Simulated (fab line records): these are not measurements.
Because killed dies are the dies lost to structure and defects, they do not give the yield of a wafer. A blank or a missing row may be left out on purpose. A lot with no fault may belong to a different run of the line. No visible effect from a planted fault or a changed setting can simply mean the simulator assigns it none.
A struck lot beside a sound one | flow sky130 | 17 out of 708 route steps
Sound: these wafers, L293.1, L293.3, L293.6. The struck wafers were L303.3, L303.5, L303.6. The cause comes at the end.
Per side, at each step with rows, come the tool, then ch with its chambers, and then its first start. Under that, the readings that differ: sound wafers | struck wafers | difference of the means | sigmas: that difference in standard deviations of wafers without a fault.
alike: readings with means less than 2 such deviations apart, plus words and numbers identical on both sides. not compared: withheld readings, readings lacking a value on some wafer, bounds such as >300 that could conceal the same value, and numbers that have no deviation in the record and whose values overlap.
Wherever a step has rows on one side only, a row that says differs or no value, or a row with sigmas, the two part there. When numbers do not overlap yet have no deviation, they are printed without sigmas and do not part them. A reading missing from all wafers of one side parts the sides only when that side holds two or more wafers.

first, 1 step without rows for these wafers: SKY_VT_ADJUST_LVTN_IMPLANT_19.
SKY_VT_ADJUST_LVTN_STRIP_20: strips in O2/N2.
  sound on plasma_asher-01 ch 0,1, day 9 21:16; struck on plasma_asher-03 ch 0,1, day 12 22:49
  alike: drypump_motor_current_A, oes_product_au, strip_time_to_endpoint_s
  not compared: rf_hours_counter_h
SKY_VT_ADJUST_LVTN_TW_MEAS_21:
  sound: film_metro-01 at day 9 21:22; struck: film_metro-03 at day 12 22:54
  alike: VT_ADJUST_LVTN_2_TW
then, 7 steps without rows for these wafers: SKY_VT_ADJUST_NCORE_DEHYDRATE_00 (time 60 s); SKY_VT_ADJUST_NCORE_HMDS_01 (prime time 60 s); SKY_VT_ADJUST_NCORE_COAT_02 (resist thk 1140 nm); SKY_VT_ADJUST_NCORE_SOFTBAKE_03 (time 60 s); SKY_VT_ADJUST_NCORE_EXPOSE_04 (exposes mask LVTN COMPLEMENT THIN, target cd 380 nm); SKY_VT_ADJUST_NCORE_PEB_05; SKY_VT_ADJUST_NCORE_DEVELOP_06 (develop time 60 s).
SKY_VT_ADJUST_NCORE_CD_MEAS_07: the cd target is 380 nm.
  sound: cd_sem-01 at day 10 20:00; struck: cd_sem-02 at day 13 23:35
  alike: cd_nm
SKY_VT_ADJUST_NCORE_OVL_MEAS_08:
  sound: overlay-02 at day 10 20:07; struck: overlay-01 at day 13 23:41
  alike: VT_ADJUST_NCORE_OVL
SKY_VT_ADJUST_NCORE_IMPLANT_09:
  sound on implanter-02 ch 0, day 10 20:09; struck on implanter-02 ch 0, day 13 23:45
  reading            | sound             | struck            | difference | sigmas
  beam_on_s (s)      | 10.32 9.77 9.78   | 12.92 12.60 12.87 | +2.84      | +14
  faraday_current_uA | 13.11 13.88 13.88 | 10.46 10.75 10.49 | -3.06      | -11
SKY_VT_ADJUST_NCORE_STRIP_10: strips in O2/N2.
  sound on plasma_asher-03 ch 0,1, day 10 20:18; struck on plasma_asher-03 ch 0,1, day 13 23:53
  reading                      | sound             | struck            | difference | sigmas
  strip_time_to_endpoint_s (s) | 14.22 14.24 14.26 | 14.16 14.13 14.12 | -0.10      | -2
  alike: drypump_motor_current_A, oes_product_au
  not compared: rf_hours_counter_h
SKY_VT_ADJUST_NCORE_TW_MEAS_11:
  sound: film_metro-03 at day 10 20:24; struck: film_metro-01 at day 13 23:58
  reading            | sound             | struck            | difference | sigmas
  VT_ADJUST_NCORE_TW | 221.1 221.6 221.3 | 240.2 237.9 237.9 | +17.3      | +7
then, 1 step without rows for these wafers: SKY_VT_ADJUST_HVTR_DEHYDRATE_00 (time 60 s).
-- a jump in the record: the struck wafers' starts before and after are 36 days apart (it breaks off in module VT_ADJUST_HVTR and resumes in module PAD_OPEN, where the first step shown is number 708 of the route) --
SKY_PAD_OPEN_PROBE_99:
  sound: prober-01 at day 47 15:35; struck: prober-01 at day 49 23:52
  reading                                    | sound                         | struck                        | difference | sigmas
  model.etest.nfet_16v.r_on_ohm_um           | 1.389e+04 1.392e+04 1.398e+04 | 1.523e+04 1.525e+04 1.514e+04 | +1.277e+03 |
  model.etest.pfet_16v.r_on_ohm_um           | 1.544e+04 1.536e+04 1.54e+04  | 1.454e+04 1.457e+04 1.466e+04 | -8.100e+02 |
  model.etest.pfet_g5v0d10v5.r_on_ohm_um     | 4735 4739 4800                | 4464 4424 4438                | -316       |
  model.etest.tip_p.rs_ohm_sq                | 6919 6892 6890                | 6687 6663 6670                | -227       |
  model.etest.pfet_01v8.r_on_ohm_um          | 2860 2913 2877                | 2771 2818 2796                | -88        |
  model.etest.res_pwell_under_gate.rs_ohm_sq | 2268 2281 2285                | 2231 2229 2227                | -49        |
  model.etest.nfet_g5v0d10v5.r_on_ohm_um     | 1878 1868 1899                | 1972 1972 1961                | +87        |
  model.etest.tip_p_5v.rs_ohm_sq             | 2886 2898 2899                | 2811 2810 2801                | -87        |
  alike: killed_at_M0_to_M3, killed_at_M4_up, killed_at_contacts, killed_at_front_end, killed_at_other, killed_dies, killed_open, killed_short

## WHERE THEY PART
Last at SKY_VT_ADJUST_NCORE_TW_MEAS_11 as far as this record goes, first at SKY_VT_ADJUST_NCORE_IMPLANT_09. Later steps at which nothing parts them and some readings are alike: SKY_PAD_OPEN_PROBE_99.

WHY: what had been put in by the simulator
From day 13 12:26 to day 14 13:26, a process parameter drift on implanter-02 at SKY_VT_ADJUST_NCORE_IMPLANT_09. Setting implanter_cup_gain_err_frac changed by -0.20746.
